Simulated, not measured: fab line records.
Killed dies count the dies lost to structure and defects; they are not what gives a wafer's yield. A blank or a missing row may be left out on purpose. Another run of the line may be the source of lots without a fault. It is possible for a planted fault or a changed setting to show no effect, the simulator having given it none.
What tool caused it? ; flow sky130 ; 11 lots with 31 wafers sampled at 2 steps, on a route of 708 steps

== WHAT THE GAUGES READ, wafer by wafer ==
SKY_LOCAL_INTERCONNECT_RS_MEAS_01: measurement is done with a four-point probe.
lot;measured;on;LOCAL_INTERCONNECT_TIN_RS (ohm/sq)
L650;day 30 03:03;film_metro-04;14.35 14.22 14.21
L651;day 31 03:04;film_metro-02;14.40 14.43 14.53
L653;day 31 10:12;film_metro-04;14.10 14.18 14.22
L656;day 32 21:43;film_metro-02;14.34 14.25 14.38
L657;day 33 02:04;film_metro-02;14.37 14.39 14.17
L658;day 33 07:22;film_metro-02;14.14 14.35 14.25
L659;day 33 13:13;film_metro-02;14.20 14.16 14.08
L664;day 35 08:09;film_metro-01;14.25 14.39 14.32
L661;day 35 08:17;film_metro-04;14.41 14.21 14.40
L670;day 37 03:50;film_metro-02;14.35 8.90
L671;day 37 08:37;film_metro-04;14.16 8.86

== WHICH TOOL RAN EACH LOT (tool, then ch and the chambers of the sampled wafers, then the start) ==
lot;SKY_LOCAL_INTERCONNECT_SPUTTER_00
L650;pvd_sputter-01, day 30 02:58
L651;pvd_sputter-04, day 31 03:01
L653;pvd_sputter-04, day 31 10:08
L656;pvd_sputter-01, day 32 21:38
L657;pvd_sputter-01, day 33 02:00
L658;pvd_sputter-01, day 33 07:18
L659;pvd_sputter-01, day 33 13:09
L664;pvd_sputter-01, day 35 08:05
L661;pvd_sputter-04, day 35 08:13
L670;pvd_sputter-04, day 37 03:47
L671;pvd_sputter-04, day 37 08:33
- SKY_LOCAL_INTERCONNECT_SPUTTER_00: material TiN, target thk 100 nm, time 83.3 s.

== THE ANSWER, worked out from the rows above alone ==
Rule: what is usual is taken from the lots themselves. The widest of any qualifying gaps counts: lots, ordered by their means at a reading, are off when they make up no more than a third of the lots, leave a main group of 4 or more, and stand apart from it by 3 or more times the standard deviation of that group's means. If all means in a main group match to the digits the tables above print for the reading, that group is not used. A lot without any number at a reading at which 4 lots or more have one is off too. Where the step has rows for the other lots, those lots are counted as sound.
Off: L670, L671, seen at SKY_LOCAL_INTERCONNECT_RS_MEAS_01 (LOCAL_INTERCONNECT_TIN_RS). Mean 14.29 ohm/sq and standard deviation 0.088 in the main group.
If a tool, at a process step before that reading, ran all the lots that are off and no sound lot after the first of them, it fits. The gauges at SKY_LOCAL_INTERCONNECT_RS_MEAS_01 are tried like those tools. One fits: SKY_LOCAL_INTERCONNECT_SPUTTER_00 on pvd_sputter-04. Its last sound lot is L661 (day 35 08:13), its first lot that is off L670 (day 37 03:47): a fault that began between those two fits.

== WHAT WAS PUT IN BY THE SIMULATOR ==
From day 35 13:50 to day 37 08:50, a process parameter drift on pvd_sputter-04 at SKY_LOCAL_INTERCONNECT_SPUTTER_00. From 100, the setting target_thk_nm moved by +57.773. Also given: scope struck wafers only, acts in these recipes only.
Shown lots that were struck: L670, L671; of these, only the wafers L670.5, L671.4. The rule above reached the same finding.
